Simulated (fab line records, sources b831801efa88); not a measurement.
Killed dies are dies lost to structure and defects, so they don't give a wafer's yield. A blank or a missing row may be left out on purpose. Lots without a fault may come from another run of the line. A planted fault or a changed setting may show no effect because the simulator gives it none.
A struck lot beside a sound one | flow sky130 | 15 steps out of a route of 708
Sound: wafers L445.1, L445.2, L445.3. Struck: wafer L455.4. (L455.1 of the same lot was not struck and is left out.) The cause comes at the end.
At each step with rows: each side's tool, then ch and its chambers, then its first start. Under that, the readings that differ: sound wafers | struck wafers | difference of the means | sigmas: that difference in standard deviations of wafers without a fault.
alike: readings whose means differ by less than 2 such deviations, and words and numbers that are the same on both sides. not compared: withheld readings, readings that some wafer has no value for, bounds like >300 that may hide the same value, and numbers for which the record gives no deviation and whose values overlap.
The two part at a step that has a row with sigmas, a row that says differs or no value, or rows on one side only. Numbers that don't overlap but have no deviation are shown without sigmas and don't part them. A reading that every wafer of one side lacks parts them only if that side has two wafers or more.

SKY_METAL4_METAL_ETCH_18: etches the open film in Cl2/BCl3, stops on SiO2, target depth 845 nm, time 183.1 s.
  sound on rie_metal-03 ch 0,1, day 42 19:19; struck on rie_metal-01 ch 0, day 45 10:43
  reading                     | sound       | struck | difference | sigmas
  drypump_motor_current_A (A) | 5.0 5.1 5.1 | 6.3    | +1.2       | +3
  alike: mfc_cl2_sccm, oes_product_au, throttle_valve_pct
  not compared: rf_hours_counter_h
SKY_METAL4_STRIP_19: strips in O2/N2.
  sound on plasma_asher-01 ch 0,1, day 42 19:29; struck on plasma_asher-04 ch 0, day 45 10:54
  alike: drypump_motor_current_A, oes_product_au, strip_time_to_endpoint_s
  not compared: rf_hours_counter_h
then, 4 steps without rows for these wafers: SKY_METAL4_STRIP_20 (strips in post etch residue remover, time 1200 s); SKY_METAL4_CLEAN_21 (cleans in IPA, time 180 s); SKY_METAL4_CLEAN_22 (cleans in O3/DIW); SKY_VIA4_HDPCVD_00 (deposits SiO2, target thk 1750 nm, time 291.7 s).
SKY_VIA4_THK_MEAS_01:
  sound on film_metro-01, day 42 20:17; struck on film_metro-03, day 45 11:40
  alike: VIA4_HDPCVD_THK
SKY_VIA4_CMP_02: polishes SiO2.
  sound on cmp-02 ch 0,1,2, day 42 20:21; struck on cmp-02 ch 0, day 45 11:44
  alike: motor_current_A, slurry_filter_dp_kPa
SKY_VIA4_BOW_MEAS_03:
  sound on film_metro-04, day 42 20:41; struck on film_metro-04, day 45 12:02
  alike: VIA4_BOW
then, 3 steps without rows for these wafers: SKY_VIA4_DEHYDRATE_04 (time 60 s); SKY_VIA4_HMDS_05 (prime time 60 s); SKY_VIA4_COAT_06 (resist thk 1140 nm).
SKY_VIA4_SOFTBAKE_07: time 60 s.
  sound on litho_track-04 ch 0, day 43 07:40; struck on litho_track-04 ch 0, day 45 21:25
  reading          | sound             | struck | difference | sigmas
  run_length_s (s) | 89.35 89.00 89.06 | 91.06  | +1.92      | +14
then, 1 step without rows for these wafers: SKY_VIA4_EXPOSE_08 (exposes mask VIM4, target cd 800 nm).
SKY_PAD_OPEN_PROBE_99:
  the record has rows for the sound wafers here (prober-01, day 46 16:14) and none for the struck ones

WHERE THEY PART
First at SKY_METAL4_METAL_ETCH_18; last, within this record, at SKY_PAD_OPEN_PROBE_99.

WHY: what the simulator had put in
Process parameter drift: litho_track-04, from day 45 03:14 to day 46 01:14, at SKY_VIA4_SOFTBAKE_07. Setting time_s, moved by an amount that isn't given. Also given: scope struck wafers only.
